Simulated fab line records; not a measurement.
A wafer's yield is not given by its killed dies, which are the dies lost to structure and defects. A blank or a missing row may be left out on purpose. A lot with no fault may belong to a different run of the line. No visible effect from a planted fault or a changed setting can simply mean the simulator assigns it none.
One fault through the eyes of 2 desks || flow sky130 || each desk holds nothing but its own numbers, with what lay behind them at the end

## THE METROLOGY DESK
Means of the sampled wafers that have a number, per lot and without regard to the tool the lot ran on: this is what the gauges read. Marked OUT: a lot whose mean sits more than 4 standard deviations from the usual mean, which makes it out of limits; the brackets give that distance.
Columns: A = SD_P_RS at SKY_SD_N_RS_MEAS_17, usual 147.0 ohm/sq; B = LI_CONTACT_W_RS at SKY_LI_CONTACT_RS_MEAS_22, usual 0.2850 ohm/sq; C = LI_CONTACT_W_THK at SKY_LI_CONTACT_THK_MEAS_23, usual 397 nm; D = CONTACT_HDPCVD_THK at SKY_CONTACT_THK_MEAS_03, usual 565 nm
{"lot": "L863", "first seen here": "day 27 18:32", "A": 147.1, "B": 0.2815, "C": 402, "D": 571}
{"lot": "L864", "first seen here": "day 28 04:07", "A": 147.5, "B": 0.2833, "C": 395, "D": 570}
{"lot": "L871", "first seen here": "day 30 22:35", "A": 147.4, "B": "0.2717 (-4.9) OUT", "C": 413, "D": 554}
{"lot": "L874", "first seen here": "day 32 01:52", "A": 146.7, "B": 0.2777, "C": 409, "D": 569}
{"lot": "L876", "first seen here": "day 32 15:56", "A": 147.1, "B": 0.2859, "C": 404, "D": 568}
{"lot": "L878", "first seen here": "day 32 22:16", "A": 147.3, "B": 0.2846, "C": 398, "D": 567}
{"lot": "L880", "first seen here": "day 33 15:55", "A": 147.0, "B": 0.2879, "C": 401, "D": 567}
{"lot": "L882", "first seen here": "day 34 12:32", "A": 146.5, "B": 0.2851, "C": 393, "D": 561}
{"lot": "L883", "first seen here": "day 34 17:44", "A": 146.7, "B": 0.2854, "C": 403, "D": 564}
{"lot": "L884", "first seen here": "day 34 19:47", "A": 147.0, "B": 0.2874, "C": 391, "D": 567}
{"lot": "L885", "first seen here": "day 35 00:22", "A": 146.9, "B": 0.2834, "C": 400, "D": 563}
{"lot": "L886", "first seen here": "day 35 14:40", "A": 147.5, "B": 0.2885, "C": 392, "D": 567}
Per this desk, out of limits: L871; the first was L871, day 32 03:25 (LI_CONTACT_W_RS at SKY_LI_CONTACT_RS_MEAS_22). Within limits: L863, L864, L874, L876, L878, L880, L882, L883, L884, L885, L886.

## FOR THE TOOL OWNER'S DESK: cvd_w-01
The tool's own readings at SKY_LI_CONTACT_CVD_21 (deposits W, target thk 400 nm, time 120.56 s): means of the sampled wafers that have a number, for each lot that ran on this tool. Marked OUT: a lot whose mean sits more than 4 standard deviations from the usual mean, which makes it out of limits; the brackets give that distance.
Columns: A = heater_power_w at SKY_LI_CONTACT_CVD_21, usual 750 W
{"lot": "L871", "first seen here": "day 32 03:16", "A": 754}
{"lot": "L874", "first seen here": "day 33 06:10", "A": 736}
{"lot": "L882", "first seen here": "day 35 16:41", "A": 746}
{"lot": "L883", "first seen here": "day 35 21:46", "A": 781}
{"lot": "L884", "first seen here": "day 36 00:30", "A": 751}
This desk's finding: nothing out of limits on any of the 5 lots.

## BROUGHT TOGETHER
Metrology desk: alarm possible at day 32 03:25 on L871.
The tool owner's desk saw nothing out of limits.
The tool owner's desk has L871 on record, within its limits.
On cvd_w-01, each named lot ran SKY_LI_CONTACT_CVD_21.

## WHAT THE SIMULATOR HAD INSERTED
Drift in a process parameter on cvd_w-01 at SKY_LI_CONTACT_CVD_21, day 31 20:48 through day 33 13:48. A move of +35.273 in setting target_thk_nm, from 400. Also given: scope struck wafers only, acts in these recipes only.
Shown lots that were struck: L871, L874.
Hours from the fault's start to each desk's first reading out of limits: the metrology desk, 7.
